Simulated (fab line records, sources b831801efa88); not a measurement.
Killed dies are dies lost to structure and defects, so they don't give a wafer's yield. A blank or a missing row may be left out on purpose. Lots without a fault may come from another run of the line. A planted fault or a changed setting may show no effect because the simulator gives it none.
Problem report in the 8D (eight disciplines) form, filled by code | flow sky130 | the parts of the form that need people (team, actions taken, sign-off) are left out

1. THE PROBLEM
plate_temp_C at SKY_POLY_GATE_SOFTBAKE_09 reads a mean of 94.37 C on 6 wafers of 2 lots; wafers without a fault read 100.05 C with a standard deviation of 0.13. That is -44 standard deviations from the usual mean.
The step: time 90 s.
First seen on wafer L632.2, day 18 18:00, on litho_track-03. The record holds 42 wafers of 14 lots with a number at this step. Rule for "out", or "out of limits": more than 4 standard deviations from the usual mean. The other wafers with a number count as sound.

2. WHAT IT IS AND WHAT IT IS NOT
question                    | is                                 | is not
which readings at this step | plate_temp_C, heater_power_total_W | -
which lots                  | L632, L634                         | L623, L624, L625, L626, L627, L630, L631, L639, L642, L644, L645, L646
which wafers of those lots  | all that have a number             | -
read on which tools         | litho_track-03                     | litho_track-02, litho_track-04
when                        | from day 18 18:00                  | up to then (21 sound wafers); but 15 sound wafers of L639, L642, L644, L645, L646 came after

3. SUSPECTS, AND WHAT RULES EACH OUT
Counting: a tool at a process step up to the reading stays a suspect if it ran every lot that is out and no sound lot after the first of them.
- litho_track-03 at SKY_POLY_GATE_SOFTBAKE_09 (time 90 s): ruled out as a lasting fault. Sound lots L642, L644 ran on it after its first lot that is out, L632 (day 18 18:00).
Left after counting: nothing in the record.

4. THE CAUSE (what the simulator had put in)
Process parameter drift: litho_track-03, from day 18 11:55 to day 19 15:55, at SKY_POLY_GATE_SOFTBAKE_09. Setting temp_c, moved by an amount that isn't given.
Counting ruled it out, wrongly.

5. THE CHAIN OF EFFECTS, in route order
Each row: a reading whose mean over the struck wafers that have a number lies more than 3 standard deviations from the usual. Only readings for which the record gives a usual standard deviation are gone through. hours: the time from each lot's start at the first step in this table that gives one to its start at this step, as a median over the lots. sigmas: the change in usual standard deviations.
hours | step                      | reading              | usual    | on struck wafers | change | sigmas
0     | SKY_POLY_GATE_SOFTBAKE_09 | heater_power_total_W | 57.36 W  | 52.92            | -4.44  | -37
0     | SKY_POLY_GATE_SOFTBAKE_09 | plate_temp_C         | 100.05 C | 94.37            | -5.68  | -44
The process steps in it:
- SKY_POLY_GATE_SOFTBAKE_09: time 90 s.

6. WHAT WOULD HAVE CAUGHT IT SOONER
In this record the first reading out of limits was taken at day 18 18:00, 6 hours after the fault began at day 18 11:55.
